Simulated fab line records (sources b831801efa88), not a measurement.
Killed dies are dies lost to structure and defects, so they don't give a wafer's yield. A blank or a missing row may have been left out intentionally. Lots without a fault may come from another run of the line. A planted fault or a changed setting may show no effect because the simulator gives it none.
8D (eight disciplines) problem report, filled in by code | flow gf180mcu | the parts of the form that need people (team, actions taken, sign-off) are left out

## 1. THE ISSUE
Mean of spin_speed_rpm at GF_HV_LDD_COAT_41: 3305.7 rpm across 6 wafers in 2 lots; on wafers with no fault it is 3000.2 rpm (standard deviation 1.7). So: +99 or more standard deviations from the usual mean.
The step: resist thk 1000 nm.
Seen first at day 17 08:13 on litho_track-02, wafer L975.2. At this step, 39 wafers from 13 lots have a number in the record. Rule for "out" (also "out of limits"): further than 4 standard deviations from the usual mean. The other wafers with a number count as sound.

## 2. WHAT IT IS, AND WHAT IT ISN'T
question                    | is                     | is not
which readings at this step | spin_speed_rpm         | -
which lots                  | L975, L976             | L960, L962, L963, L964, L965, L966, L967, L970, L971, L972, L974
which wafers of those lots  | all that have a number | -
read on which tools         | litho_track-02         | litho_track-01, litho_track-03
when                        | from day 17 08:13      | up to then (33 sound wafers)

## 3. THE SUSPECTS, EACH WITH WHAT RULES IT OUT
Counting: a tool stays on the suspect list if, at a process step up to the reading, it processed all lots that are out and no sound lot following the first of them.
- litho_track-02 at GF_HV_LDD_COAT_41 (resist thk 1000 nm): kept. Every lot that is out went through it, starting with L975 (day 17 08:13), and after that it ran no sound lot; the last sound lot it ran before then is L974 (day 16 21:50). Its own readings are out on those wafers: spin_speed_rpm.
Left after counting: litho_track-02 at GF_HV_LDD_COAT_41.

## 4. THE CAUSE (what the simulator had put in)
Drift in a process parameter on litho_track-02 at GF_HV_LDD_COAT_41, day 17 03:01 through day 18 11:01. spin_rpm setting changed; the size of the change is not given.
After counting, this tool was the only one left.

## 5. THE EFFECT CHAIN, in route order
Rows list readings where the struck wafers' mean (over those with a number) sits beyond 3 standard deviations from the usual. Scope: only readings with a usual standard deviation given in the record; hours: median across lots of the time from each lot's start at the first step in this table that gives one to its start at this step; sigmas: change in usual standard deviations.
hours | step               | reading                  | usual      | on struck wafers | change | sigmas
0     | GF_HV_LDD_COAT_41  | spin_speed_rpm           | 3000.2 rpm | 3305.7           | +305.5 | +99 or more
12    | GF_HV_LDD_STRIP_49 | strip_time_to_endpoint_s | 12.62 s    | 12.06            | -0.56  | -15
The process steps in it:
- GF_HV_LDD_COAT_41: resist thk 1000 nm.
- GF_HV_LDD_STRIP_49: strips in O2/N2.
Later measuring or inspecting steps at which every struck wafer that the step has a row for has a number for every such reading, and none has moved that far: GF_NSD_CD_MEAS_07.

## 6. HOW IT WOULD HAVE BEEN CAUGHT EARLIER
The fault began at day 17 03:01; the first out-of-limits reading in this record came at day 17 08:13, 5 hours later.
